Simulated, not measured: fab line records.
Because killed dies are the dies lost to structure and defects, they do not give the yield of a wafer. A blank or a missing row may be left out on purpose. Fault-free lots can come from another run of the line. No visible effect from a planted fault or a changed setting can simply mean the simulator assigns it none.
fab line records	flow sky130
[record] lots = 24	wafers = 72	last-day = 50
route steps=708 shown VIA2@508 CAPM@551 METAL3@563
lots untouched by any fault: they come from a run of this same line in which no faults occurred
start-h: the number of hours between the record's first day and the start of the first shown wafer of the lot	wait-h: hours from the lot's prior step to this one	" as in the row above	L1.1+2: several wafers, shown together as one row	- no value, or no start given	* or withheld: withheld	< > ~ a bound
route shown NAME@n: a module of which the file shows steps, and the number in the route of the first	usual: mean and standard deviation over wafers with no fault	same: alike in all rows	chamber/n: place in a boat	sites: per-site readings	_std_site: the standard deviation of these	_edge_site: the outer-site mean with the inner-site mean subtracted	radius-mm: how far each site lies from the wafer's centre	mask NAME#n: copy n	behind: the tool/chamber that last shaped the wafer	hold: why the lot went on hold/how many hours it stayed there/how the hold came to an end	device: the n, p or np transistor that did not switch	end of line: tests run on the same wafers once the route is complete	step lacking rows: just its recipe	killed: count of dies lost to structure and defects at first sort (not the wafer's yield)	map: dies across one wafer; x = killed, . = not, _ = none there
set.NAME: setting as actually run; set.NAME@STEP: the setting as run at that earlier step	model.NAME: the simulator's own value behind a step, which no gauge read
route steps across a sampled set of lots; one table per step, one row per wafer
services: from which hour (start-h, from the record's first day; less than 0 if before it) a tool's chamber was out of use, for how many hours, and why
[[steps]]
[step SKY_VIA2_THK_MEAS_01]
[recipe] reads = SiO2_of_VIA2_HDPCVD_00
[usual] VIA2_HDPCVD_THK = 1176/14
lot.wafer	tool	chamber	start-h	wait-h	VIA2_HDPCVD_THK[nm]
L074.2	film-metro-04	-	816.74	0.1	1165
L074.3	"	-	"	"	1167
L074.4	"	-	"	"	1174
L077.1	film-metro-04	-	829.85	0.1	1176
L077.4	"	-	"	"	1177
L077.6	"	-	"	"	1168
L075.1	film-metro-01	-	832.19	0.1	1201
L075.5	"	-	"	"	1166
L075.6	"	-	"	"	1211
L076.2	film-metro-04	-	835.59	0.1	1196
L076.5	"	-	"	"	1183
L076.6	"	-	"	"	1170
L078.2	film-metro-01	-	841.00	0.1	1188
L078.3	"	-	"	"	1183
L078.6	"	-	"	"	1172
L079.1	film-metro-01	-	843.97	0.1	1204
L079.2	"	-	"	"	1190
L079.3	"	-	"	"	1210
L080.1	film-metro-04	-	861.97	0.1	1174
L080.3	"	-	"	"	1185
L080.4	"	-	"	"	1191
L081.2	film-metro-01	-	875.91	0.1	1160
L081.3	"	-	"	"	1148
L081.4	"	-	"	"	1160
L082.2	film-metro-02	-	878.04	0.1	1162
L082.4	"	-	"	"	1155
L082.6	"	-	"	"	1181
L083.3	film-metro-04	-	885.38	0.1	1158
L083.4	"	-	"	"	1171
L083.5	"	-	"	"	1169
L084.2	film-metro-01	-	897.32	0.1	1175
L084.3	"	-	"	"	1161
L084.5	"	-	"	"	1179
L085.3	film-metro-01	-	917.47	0.1	1178
L085.5	"	-	"	"	1177
L085.6	"	-	"	"	1199
L086.1	film-metro-04	-	922.15	0.1	1170
L086.2	"	-	"	"	1163
L086.4	"	-	"	"	1159
L087.1	film-metro-02	-	922.57	0.1	1187
L087.3	"	-	"	"	1165
L087.4	"	-	"	"	1179
L088.1	film-metro-01	-	927.11	0.1	1169
L088.3	"	-	"	"	1162
L088.5	"	-	"	"	1187
L089.2	film-metro-01	-	932.34	0.1	1162
L089.4	"	-	"	"	1148
L089.5	"	-	"	"	1150
L090.1	film-metro-02	-	942.83	0.1	1176
L090.2	"	-	"	"	1171
L090.6	"	-	"	"	1179
L091.2	film-metro-01	-	946.29	0.1	1182
L091.3	"	-	"	"	1174
L091.6	"	-	"	"	1190
L092.1	film-metro-01	-	949.91	0.1	1183
L092.3	"	-	"	"	1190
L092.5	"	-	"	"	1171
L093.1	film-metro-04	-	956.92	0.1	1169
L093.3	"	-	"	"	1188
L093.6	"	-	"	"	1206
L094.1	film-metro-01	-	973.11	0.1	1171
L094.5	"	-	"	"	1173
L094.6	"	-	"	"	1152
L095.3	film-metro-04	-	974.16	0.1	1192
L095.4	"	-	"	"	1195
L095.6	"	-	"	"	1179
L096.3	film-metro-02	-	980.65	0.1	1167
L096.4	"	-	"	"	1153
L096.6	"	-	"	"	1173
L097.2	film-metro-04	-	992.31	0.1	1196
L097.3	"	-	"	"	1173
L097.5	"	-	"	"	1192
[step SKY_VIA2_CMP_02]
[recipe] material = SiO2	down-force-psi = 4	platen-rpm = 60	pad-velocity-m-s = 0.94248
[usual] motor-current-A = 12.2/0.99	slurry-filter-dp-kPa = 13.51/0.15
lot.wafer	tool	chamber	start-h	wait-h	motor-current-A	slurry-filter-dp-kPa
L074.3	cmp-02	1	816.79	0.0	12.9	13.37
L074.2	"	2	"	"	11.8	13.78
L074.4	"	0	"	"	11.6	13.42
L077.4	cmp-01	3	830.11	0.2	13.1	13.66
L077.1	"	1	"	"	13.0	13.31
L077.6	"	0	"	"	10.4	13.46
L075.1	cmp-02	2	832.40	0.2	11.7	13.49
L075.5	"	3	"	"	12.5	13.56
L075.6	"	0	"	"	11.3	13.42
L076.2	cmp-02	2	835.64	0.0	12.1	13.36
L076.6	"	2	"	"	12.2	13.50
L076.5	"	3	"	"	12.6	13.74
L078.3	cmp-01	3	841.10	0.1	13.4	13.61
L078.2	"	0	"	"	10.5	13.38
L078.6	"	2	"	"	12.7	13.68
L079.3	cmp-01	3	844.08	0.1	12.7	13.47
L079.1	"	0	"	"	10.7	13.43
L079.2	"	1	"	"	12.4	13.48
L080.3	cmp-02	0	862.08	0.1	11.3	13.68
L080.4	"	1	"	"	13.1	13.48
L080.1	"	2	"	"	11.3	13.50
L081.2	cmp-01	0	875.96	0.0	10.6	13.30
L081.4	"	2	"	"	13.2	13.67
L081.3	"	3	"	"	12.1	13.64
L082.4	cmp-02	1	878.09	0.0	13.1	13.59
L082.2	"	3	"	"	13.1	13.44
L082.6	"	1	"	"	13.1	13.42
L083.3	cmp-02	2	885.47	0.1	11.6	13.18
L083.4	"	3	"	"	13.0	13.66
L083.5	"	1	"	"	13.4	13.61
L084.2	cmp-01	0	897.37	0.0	11.0	13.57
L084.3	"	1	"	"	12.8	13.67
L084.5	"	1	"	"	12.4	13.61
L085.3	cmp-02	1	917.51	0.0	13.6	13.36
L085.6	"	1	"	"	12.6	13.59
L085.5	"	2	"	"	12.0	13.43
L086.4	cmp-01	1	922.21	0.0	12.3	13.60
L086.1	"	2	"	"	14.1	13.36
L086.2	"	3	"	"	12.5	13.42
L087.1	cmp-01	1	922.63	0.1	13.1	13.50
L087.3	"	2	"	"	13.6	13.53
L087.4	"	3	"	"	13.1	13.32
L088.1	cmp-01	2	927.27	0.1	13.1	13.82
L088.3	"	3	"	"	12.4	13.51
L088.5	"	0	"	"	10.7	13.52
L089.4	cmp-02	0	932.39	0.0	11.1	13.59
L089.2	"	2	"	"	11.2	13.57
L089.5	"	0	"	"	11.5	13.48
L090.1	cmp-02	0	942.89	0.1	11.1	13.63
L090.2	"	1	"	"	13.1	13.46
L090.6	"	0	"	"	10.4	13.35
L091.3	cmp-01	0	946.44	0.1	10.9	13.21
L091.2	"	1	"	"	12.8	13.56
L091.6	"	2	"	"	13.3	13.53
L092.1	cmp-02	1	949.99	0.1	13.2	13.35
L092.3	"	3	"	"	12.1	13.41
L092.5	"	2	"	"	11.8	13.45
L093.3	cmp-01	1	957.25	0.3	12.9	13.50
L093.1	"	2	"	"	13.3	13.26
L093.6	"	3	"	"	11.9	13.54
L094.1	cmp-02	2	973.27	0.1	11.3	13.35
L094.6	"	0	"	"	10.9	13.59
L094.5	"	1	"	"	13.5	13.52
L095.3	cmp-01	1	974.20	0.0	12.2	13.45
L095.4	"	3	"	"	12.4	13.48
L095.6	"	2	"	"	13.4	13.48
L096.3	cmp-01	0	980.69	0.0	10.7	13.64
L096.4	"	1	"	"	12.4	13.52
L096.6	"	0	"	"	10.7	13.75
L097.3	cmp-02	2	992.38	0.0	11.6	13.40
L097.2	"	3	"	"	12.7	13.72
L097.5	"	3	"	"	12.3	13.40
[step SKY_VIA2_SPUTTER_20]
[recipe] material = TiN	target-thk-nm = 20	chamber-pressure-pa = 5	power-w = 4000	time-s = 80
[usual] chamber-pressure-pa = 5.001/0.012	throttle-valve-pct = 29.7/0.92
lot.wafer	tool	chamber	start-h	wait-h	chamber-pressure-pa	throttle-valve-pct
L074.2	pvd-sputter-02	-	844.79	0.0	5.018	31.2
L074.3	"	-	"	"	5.013	30.4
L074.4	"	-	"	"	5.012	30.4
L077.1	pvd-sputter-01	-	858.31	0.0	5.023	29.6
L077.4	"	-	"	"	5.004	29.1
L077.6	"	-	"	"	5.026	29.7
L075.1	pvd-sputter-01	-	859.99	0.0	4.980	29.3
L075.5	"	-	"	"	5.000	30.1
L075.6	"	-	"	"	5.010	30.3
L076.2	pvd-sputter-01	-	863.99	0.0	4.994	29.5
L076.5	"	-	"	"	4.995	29.5
L076.6	"	-	"	"	5.021	29.6
L078.2	pvd-sputter-01	-	868.94	0.0	5.003	30.4
L078.3	"	-	"	"	4.995	29.6
L078.6	"	-	"	"	5.005	29.6
L079.1	pvd-sputter-01	-	871.92	0.0	5.009	29.7
L079.2	"	-	"	"	5.008	29.4
L079.3	"	-	"	"	5.021	30.0
L080.1	pvd-sputter-03	-	889.86	0.0	5.007	28.7
L080.3	"	-	"	"	4.981	28.7
L080.4	"	-	"	"	5.013	28.8
L081.2	pvd-sputter-03	-	903.71	0.0	5.010	28.8
L081.3	"	-	"	"	5.008	28.6
L081.4	"	-	"	"	5.011	29.1
L082.2	pvd-sputter-02	-	906.21	0.0	4.992	30.6
L082.4	"	-	"	"	4.993	31.3
L082.6	"	-	"	"	4.982	29.7
L083.3	pvd-sputter-03	-	912.90	0.0	4.990	28.7
L083.4	"	-	"	"	5.009	28.9
L083.5	"	-	"	"	4.987	28.8
L084.2	pvd-sputter-02	-	925.29	0.0	4.993	31.2
L084.3	"	-	"	"	5.010	29.9
L084.5	"	-	"	"	4.997	31.4
L085.3	pvd-sputter-03	-	944.64	0.0	4.991	28.8
L085.5	"	-	"	"	4.995	28.9
L085.6	"	-	"	"	5.008	28.6
L086.1	pvd-sputter-03	-	948.69	0.0	5.020	28.4
L086.2	"	-	"	"	5.005	28.9
L086.4	"	-	"	"	4.981	28.9
L087.1	pvd-sputter-02	-	949.55	0.0	5.019	31.4
L087.3	"	-	"	"	5.021	30.3
L087.4	"	-	"	"	4.990	29.7
L088.1	pvd-sputter-01	-	953.51	0.0	4.987	29.1
L088.3	"	-	"	"	4.991	29.4
L088.5	"	-	"	"	4.993	29.2
L089.2	pvd-sputter-02	-	957.51	0.0	5.006	30.4
L089.4	"	-	"	"	4.981	29.8
L089.5	"	-	"	"	4.982	29.8
L090.1	pvd-sputter-02	-	967.50	0.0	4.989	30.5
L090.2	"	-	"	"	5.004	31.0
L090.6	"	-	"	"	5.004	29.8
L091.2	pvd-sputter-02	-	970.71	0.0	5.006	29.7
L091.3	"	-	"	"	5.015	31.3
L091.6	"	-	"	"	5.005	31.3
L092.1	pvd-sputter-01	-	975.01	0.0	5.006	29.4
L092.3	"	-	"	"	4.987	29.1
L092.5	"	-	"	"	5.007	29.8
L093.1	pvd-sputter-01	-	981.96	0.0	4.992	29.3
L093.3	"	-	"	"	4.999	29.9
L093.6	"	-	"	"	5.008	29.6
L094.1	pvd-sputter-03	-	998.00	0.0	4.987	28.4
L094.5	"	-	"	"	4.987	29.0
L094.6	"	-	"	"	4.999	28.9
L095.3	pvd-sputter-03	-	999.19	0.0	4.996	28.8
L095.4	"	-	"	"	5.016	28.7
L095.6	"	-	"	"	4.987	28.7
L096.3	pvd-sputter-03	-	1005.43	0.0	5.006	28.8
L096.4	"	-	"	"	5.000	28.5
L096.6	"	-	"	"	5.006	28.9
L097.2	pvd-sputter-01	-	1016.76	0.0	5.001	29.2
L097.3	"	-	"	"	4.989	29.4
L097.5	"	-	"	"	4.991	30.2
[step SKY_CAPM_STRIP_14]
[recipe] chemistry = O2/N2	power-w = 1400	pressure-mtorr = 1500	platen-temp-c = withheld	o2-flow-sccm = 3000	n2-flow-sccm = 300	overash-fraction = 0.5
[usual] chamber-pressure-mTorr = 1500.0/1.3	drypump-motor-current-A = 5.6/0.51	o2-flow-sccm = 3000/9.3	oes-product-au = 0.710/0.0045	strip-time-to-endpoint-s = 12.63/0.049
lot.wafer	tool	chamber	start-h	wait-h	chamber-pressure-mTorr	drypump-motor-current-A	o2-flow-sccm	oes-product-au	rf-hours-counter-h	strip-time-to-endpoint-s
L074.2	plasma-asher-04	0	872.32	0.1	1499.5	5.9	2990	0.713	46	12.68
L074.3	"	1	"	"	1498.7	6.0	3001	0.713	-	12.62
L074.4	"	0	"	"	1500.0	5.9	2990	0.701	-	12.72
L077.1	plasma-asher-02	1	885.88	0.1	1501.5	5.4	2992	0.709	77	12.65
L077.4	"	0	"	"	1500.6	5.3	3009	0.715	-	12.65
L077.6	"	0	"	"	1500.3	5.3	3002	0.705	-	12.66
L075.1	plasma-asher-01	0	887.63	0.1	1500.8	4.8	3015	0.719	15	12.60
L075.5	"	0	"	"	1498.6	4.8	3000	0.706	-	12.56
L075.6	"	1	"	"	1499.2	6.2	3000	0.707	-	12.60
L076.2	plasma-asher-04	1	891.98	0.1	1500.4	6.0	3015	0.718	48	12.59
L076.5	"	1	"	"	1501.2	6.0	2999	0.714	-	12.63
L076.6	"	0	"	"	1501.5	5.9	3009	0.715	-	12.59
L078.2	plasma-asher-04	0	896.67	0.1	1500.5	5.8	3001	0.711	49	12.56
L078.3	"	0	"	"	1503.1	5.9	3001	0.711	-	12.74
L078.6	"	0	"	"	1502.5	5.8	3004	0.710	-	12.57
L079.1	plasma-asher-04	1	900.07	0.1	1499.3	6.0	3005	0.711	49	12.63
L079.2	"	0	"	"	1499.4	5.8	3006	0.719	49	12.72
L079.3	"	0	"	"	1501.2	5.9	2999	0.709	-	12.60
L080.1	plasma-asher-01	0	917.00	0.1	1498.0	4.8	2993	0.716	18	12.62
L080.3	"	0	"	"	1497.6	4.8	2999	0.709	-	12.63
L080.4	"	1	"	"	1500.2	6.2	2992	0.712	-	12.64
L081.2	plasma-asher-01	0	930.83	0.1	1502.7	4.8	2991	0.711	20	12.64
L081.3	"	1	"	"	1498.8	6.2	2999	0.705	-	12.66
L081.4	"	0	"	"	1498.3	4.8	3008	0.701	-	12.72
L082.2	plasma-asher-01	0	933.48	0.1	1500.4	4.8	2991	0.713	20	12.73
L082.4	"	1	"	"	1499.7	6.2	2990	0.711	-	12.61
L082.6	"	0	"	"	1499.6	4.8	3009	0.715	-	12.62
L083.3	plasma-asher-02	1	940.00	0.1	1501.3	5.4	2996	0.712	-	12.59
L083.4	"	0	"	"	1500.8	5.4	3012	0.705	-	12.56
L083.5	"	1	"	"	1499.1	5.4	3002	0.705	-	12.63
L084.2	plasma-asher-01	0	951.47	0.1	1500.1	4.8	3007	0.715	22	12.63
L084.3	"	1	"	"	1500.4	6.2	2976	0.714	-	12.61
L084.5	"	0	"	"	1499.4	4.8	2997	0.716	-	12.66
L085.3	plasma-asher-04	0	968.35	0.1	1501.6	5.9	3002	0.704	-	12.62
L085.5	"	1	"	"	1499.5	6.0	2997	0.712	-	12.60
L085.6	"	0	"	"	1499.6	5.9	2994	0.713	-	12.69
L086.1	plasma-asher-02	1	972.98	0.1	1501.7	5.3	3007	0.714	87	12.56
L086.2	"	0	"	"	1499.6	5.3	3010	0.701	87	12.61
L086.4	"	0	"	"	1498.8	5.3	2980	0.708	-	12.63
L087.1	plasma-asher-01	0	973.28	0.1	1498.5	4.8	3004	0.713	24	12.62
L087.3	"	0	"	"	1500.9	4.8	3001	0.713	-	12.62
L087.4	"	1	"	"	1499.7	6.2	3002	0.713	-	12.71
L088.1	plasma-asher-01	1	977.73	0.1	1500.3	6.2	2994	0.709	25	12.68
L088.3	"	1	"	"	1499.5	6.2	3002	0.711	-	12.67
L088.5	"	1	"	"	1499.4	6.2	2990	0.708	-	12.60
L089.2	plasma-asher-04	0	982.22	0.1	1497.9	5.9	2999	0.717	57	12.54
L089.4	"	0	"	"	1500.4	5.9	2990	0.713	-	12.54
L089.5	"	1	"	"	1500.9	6.0	3002	0.716	-	12.65
L090.1	plasma-asher-02	1	991.52	0.1	1497.4	5.4	2997	0.712	89	12.61
L090.2	"	0	"	"	1499.7	5.3	3013	0.712	89	12.62
L090.6	"	0	"	"	1500.8	5.3	3016	0.708	-	12.60
L091.2	plasma-asher-04	0	994.88	0.1	1499.1	5.9	3003	0.707	59	12.67
L091.3	"	0	"	"	1501.2	5.9	3000	0.712	-	12.71
L091.6	"	0	"	"	1498.8	5.9	3002	0.710	-	12.69
L092.1	plasma-asher-04	1	999.67	0.1	1501.2	6.0	2994	0.709	59	12.57
L092.3	"	1	"	"	1500.2	6.0	2995	0.710	-	12.59
L092.5	"	0	"	"	1499.0	5.9	3001	0.701	-	12.62
L093.1	plasma-asher-02	1	1006.43	0.1	1497.8	5.3	3005	0.705	91	12.58
L093.3	"	1	"	"	1500.5	5.4	2995	0.712	-	12.62
L093.6	"	1	"	"	1501.9	5.4	3000	0.713	-	12.63
L094.1	plasma-asher-01	0	1022.17	0.1	1497.8	4.8	2989	0.711	28	12.64
L094.5	"	0	"	"	1500.0	4.8	2991	0.714	-	12.60
L094.6	"	1	"	"	1502.1	6.2	3003	0.703	-	12.60
L095.3	plasma-asher-04	1	1022.87	0.1	1498.4	6.0	2987	0.707	-	12.65
L095.4	"	0	"	"	1502.0	5.9	3000	0.715	-	12.65
L095.6	"	1	"	"	1499.6	6.0	3010	0.707	-	12.69
L096.3	plasma-asher-01	1	1029.58	0.1	1501.2	6.2	2993	0.710	-	12.63
L096.4	"	0	"	"	1499.7	4.8	3017	0.714	-	12.65
L096.6	"	0	"	"	1500.1	4.8	3009	0.709	-	12.67
L097.2	plasma-asher-01	0	1040.13	0.1	1499.9	4.8	3022	0.712	30	12.69
L097.3	"	0	"	"	1498.8	4.8	3011	0.707	-	12.61
L097.5	"	0	"	"	1500.9	4.8	3014	0.707	-	12.70
[step SKY_METAL3_CD_MEAS_13]
[recipe] target-cd-nm = 300
[usual] cd-nm = 299.9/1.6
lot.wafer	tool	chamber	start-h	wait-h	cd-nm
L074.2	cd-sem-02	-	899.91	-	298.9
L074.3	"	-	"	"	299.9
L074.4	"	-	"	"	299.6
L077.1	cd-sem-01	-	913.07	-	298.5
L077.4	"	-	"	"	299.8
L077.6	"	-	"	"	300.8
L075.1	cd-sem-02	-	914.61	-	302.0
L075.5	"	-	"	"	301.2
L075.6	"	-	"	"	302.5
L076.2	cd-sem-01	-	919.16	-	301.1
L076.5	"	-	"	"	300.0
L076.6	"	-	"	"	300.9
L078.2	cd-sem-02	-	923.64	-	299.1
L078.3	"	-	"	"	298.3
L078.6	"	-	"	"	299.6
L079.1	cd-sem-02	-	926.36	-	300.6
L079.2	"	-	"	"	301.3
L079.3	"	-	"	"	301.9
L080.1	cd-sem-02	-	942.19	-	299.2
L080.3	"	-	"	"	299.5
L080.4	"	-	"	"	298.6
L081.2	cd-sem-01	-	955.39	-	299.6
L081.3	"	-	"	"	300.4
L081.4	"	-	"	"	300.1
L082.2	cd-sem-01	-	958.41	-	302.7
L082.4	"	-	"	"	300.9
L082.6	"	-	"	"	303.2
L083.3	cd-sem-02	-	964.53	-	299.6
L083.4	"	-	"	"	299.2
L083.5	"	-	"	"	298.0
L084.2	cd-sem-02	-	975.83	-	299.8
L084.3	"	-	"	"	301.1
L084.5	"	-	"	"	300.3
L085.3	cd-sem-02	-	992.01	-	301.7
L085.5	"	-	"	"	301.7
L085.6	"	-	"	"	300.1
L086.1	cd-sem-02	-	997.21	-	297.9
L086.2	"	-	"	"	298.4
L086.4	"	-	"	"	298.9
L087.1	cd-sem-02	-	997.94	-	299.6
L087.3	"	-	"	"	301.9
L087.4	"	-	"	"	301.5
L088.1	cd-sem-01	-	1001.86	-	297.6
L088.3	"	-	"	"	299.4
L088.5	"	-	"	"	298.9
L089.2	cd-sem-02	-	1006.01	-	301.6
L089.4	"	-	"	"	301.4
L089.5	"	-	"	"	301.1
L090.1	cd-sem-01	-	1014.74	-	296.1
L090.2	"	-	"	"	296.5
L090.6	"	-	"	"	296.4
L091.2	cd-sem-02	-	1018.01	-	298.1
L091.3	"	-	"	"	297.6
L091.6	"	-	"	"	298.3
L092.1	cd-sem-01	-	1023.42	-	299.4
L092.3	"	-	"	"	300.1
L092.5	"	-	"	"	300.7
L093.1	cd-sem-01	-	1029.71	-	299.2
L093.3	"	-	"	"	297.9
L093.6	"	-	"	"	298.6
L094.1	cd-sem-01	-	1044.94	-	301.2
L094.5	"	-	"	"	300.9
L094.6	"	-	"	"	300.4
L095.3	cd-sem-01	-	1045.95	-	300.2
L095.4	"	-	"	"	301.2
L095.6	"	-	"	"	299.6
L096.3	cd-sem-02	-	1051.80	-	298.6
L096.4	"	-	"	"	297.9
L096.6	"	-	"	"	296.7
L097.2	cd-sem-02	-	1062.46	-	301.8
L097.3	"	-	"	"	300.2
L097.5	"	-	"	"	302.7
[step SKY_METAL3_METAL_ETCH_18]
[recipe] target-depth-a = 8450	stop-on = SiO2	over-etch-frac = 0.3	time-s = 183.1	chemistry = Cl2/BCl3	resist-sidewall-deg = 88	pressure-mtorr = 10	icp-w = 900	bias-w = 48.5	Cl2_flow_sccm = 60	bcl3-flow-sccm = 30
[usual] chamber-pressure-mTorr = 10.001/0.0093	drypump-motor-current-A = 5.8/0.35	oes-product-au = 0.866/0.0062	throttle-valve-pct = 22.264/0.0083
lot.wafer	tool	chamber	start-h	wait-h	chamber-pressure-mTorr	drypump-motor-current-A	oes-product-au	rf-hours-counter-h	throttle-valve-pct
L074.2	rie-metal-01	0	900.20	0.0	10.006	6.0	0.869	2	22.258
L074.3	"	1	"	"	10.001	5.5	0.865	-	22.252
L074.4	"	0	"	"	9.997	5.9	0.859	-	22.276
L077.1	rie-metal-02	0	913.37	0.0	9.993	5.4	0.856	16	22.281
L077.4	"	1	"	"	10.000	5.3	0.852	-	22.259
L077.6	"	1	"	"	10.018	5.3	0.864	-	22.263
L075.1	rie-metal-01	1	914.91	0.0	9.991	5.5	0.873	19	22.276
L075.5	"	1	"	"	10.003	5.5	0.867	-	22.276
L075.6	"	0	"	"	9.993	5.9	0.873	-	22.270
L076.2	rie-metal-03	0	919.45	0.0	10.000	5.7	0.866	8	22.257
L076.5	"	0	"	"	10.008	5.7	0.866	-	22.261
L076.6	"	1	"	"	10.009	6.3	0.877	-	22.262
L078.2	rie-metal-02	1	923.92	0.0	10.004	5.3	0.852	12	22.254
L078.3	"	0	"	"	10.007	5.4	0.867	-	22.274
L078.6	"	1	"	"	10.005	5.3	0.871	-	22.273
L079.1	rie-metal-02	0	926.66	0.0	10.010	5.4	0.865	17	22.274
L079.2	"	1	"	"	9.990	5.3	0.853	12	22.258
L079.3	"	0	"	"	10.002	5.4	0.863	-	22.261
L080.1	rie-metal-03	0	942.72	0.0	10.011	5.7	0.863	10	22.266
L080.3	"	1	"	"	9.991	6.3	0.872	-	22.267
L080.4	"	0	"	"	10.008	5.7	0.859	-	22.271
L081.2	rie-metal-01	0	955.73	0.1	9.994	5.9	0.870	-	22.266
L081.3	"	0	"	"	9.976	5.9	0.872	-	22.248
L081.4	"	0	"	"	9.989	5.9	0.878	-	22.270
L082.2	rie-metal-01	0	958.76	0.1	10.003	5.9	0.862	-	22.263
L082.4	"	0	"	"	10.011	5.9	0.863	-	22.261
L082.6	"	0	"	"	10.006	5.9	0.871	-	22.274
L083.3	rie-metal-03	1	964.86	0.1	10.004	6.3	0.868	-	22.250
L083.4	"	0	"	"	10.005	5.7	0.865	-	22.257
L083.5	"	0	"	"	10.000	5.7	0.859	-	22.266
L084.2	rie-metal-03	0	976.24	0.0	10.004	5.7	0.867	11	22.257
L084.3	"	0	"	"	10.001	5.7	0.862	-	22.259
L084.5	"	1	"	"	10.011	6.3	0.867	-	22.271
L085.3	rie-metal-02	0	992.33	0.1	10.006	5.4	0.884	-	22.274
L085.5	"	0	"	"	9.993	5.4	0.862	-	22.260
L085.6	"	1	"	"	9.986	5.3	0.876	-	22.272
L086.1	rie-metal-01	1	997.51	0.0	10.014	5.5	0.868	1	22.248
L086.2	"	0	"	"	10.001	5.9	0.861	9	22.273
L086.4	"	1	"	"	9.995	5.5	0.872	-	22.267
L087.1	rie-metal-03	1	998.25	0.0	10.002	6.3	0.861	14	22.256
L087.3	"	1	"	"	10.002	6.3	0.856	-	22.248
L087.4	"	0	"	"	10.005	5.7	0.872	-	22.266
L088.1	rie-metal-02	1	1002.16	0.0	9.987	5.3	0.862	17	22.258
L088.3	"	0	"	"	10.003	5.4	0.867	-	22.254
L088.5	"	0	"	"	9.999	5.4	0.860	-	22.270
L089.2	rie-metal-01	1	1006.30	0.0	10.010	5.5	0.875	2	22.270
L089.4	"	0	"	"	9.990	5.9	0.873	-	22.262
L089.5	"	0	"	"	10.000	5.9	0.857	-	22.269
L090.1	rie-metal-03	1	1015.05	0.0	10.012	6.3	0.864	15	22.264
L090.2	"	0	"	"	10.002	5.7	0.868	14	22.274
L090.6	"	0	"	"	9.987	5.7	0.872	-	22.275
L091.2	rie-metal-01	1	1018.30	0.0	9.988	5.5	0.868	2	22.257
L091.3	"	1	"	"	10.003	5.5	0.868	-	22.271
L091.6	"	0	"	"	9.986	5.9	0.863	-	22.272
L092.1	rie-metal-01	0	1023.73	0.0	9.983	6.0	0.872	10	22.260
L092.3	"	0	"	"	9.994	6.0	0.865	-	22.259
L092.5	"	1	"	"	9.996	5.5	0.866	-	22.259
L093.1	rie-metal-01	1	1030.01	0.0	9.996	5.4	0.874	3	22.272
L093.3	"	0	"	"	10.003	5.9	0.868	-	22.258
L093.6	"	1	"	"	10.002	5.5	0.863	-	22.259
L094.1	rie-metal-03	1	1045.25	0.0	9.990	6.3	0.862	17	22.267
L094.5	"	1	"	"	10.017	6.3	0.863	-	22.267
L094.6	"	0	"	"	10.007	5.7	0.855	-	22.277
L095.3	rie-metal-03	1	1046.27	0.1	10.012	6.3	0.870	-	22.271
L095.4	"	1	"	"	10.013	6.3	0.875	-	22.261
L095.6	"	1	"	"	9.987	6.3	0.875	-	22.261
L096.3	rie-metal-03	1	1052.22	0.1	9.977	6.3	0.873	-	22.257
L096.4	"	1	"	"	10.001	6.3	0.860	-	22.264
L096.6	"	1	"	"	9.997	6.3	0.863	-	22.263
L097.2	rie-metal-03	1	1062.75	0.0	10.010	6.3	0.871	19	22.255
L097.3	"	0	"	"	9.985	5.7	0.878	-	22.244
L097.5	"	0	"	"	10.010	5.7	0.875	-	22.275
[[services]]
tool	chamber	start-h	hours	kind
pvd-sputter-03	-	806.33	1.3	repair
cmp-01	-	818.76	6.6	pm
rie-metal-01	1	819.97	3.6	repair
cmp-02	-	825.40	4.7	pm
rie-metal-01	0	828.44	-	clean
rie-metal-01	0	828.44	14.7	scheduled-down
rie-metal-01	0	828.44	14.7	vent-cycle
cmp-01	-	837.35	2.5	repair
rie-metal-02	-	840.27	11.4	repair
rie-metal-03	0	840.89	1.6	repair
cmp-02	-	854.77	0.2	repair
pvd-sputter-02	-	860.05	1.9	repair
cmp-01	-	913.19	4.0	pm
pvd-sputter-01	-	916.38	1.0	repair
cmp-01	-	917.19	-	consumable-replace:conditioner
cmp-01	-	917.19	-	consumable-replace:pad
cmp-01	-	938.44	2.2	repair
rie-metal-01	1	948.49	-	clean
rie-metal-01	1	948.49	32.2	scheduled-down
plasma-asher-01	-	985.30	9.0	repair
plasma-asher-01	-	1007.67	3.7	repair
cmp-01	-	1007.97	14.2	pm
rie-metal-02	0	1034.19	5.0	repair
cmp-02	-	1059.95	1.6	repair
[[key]]
fault none
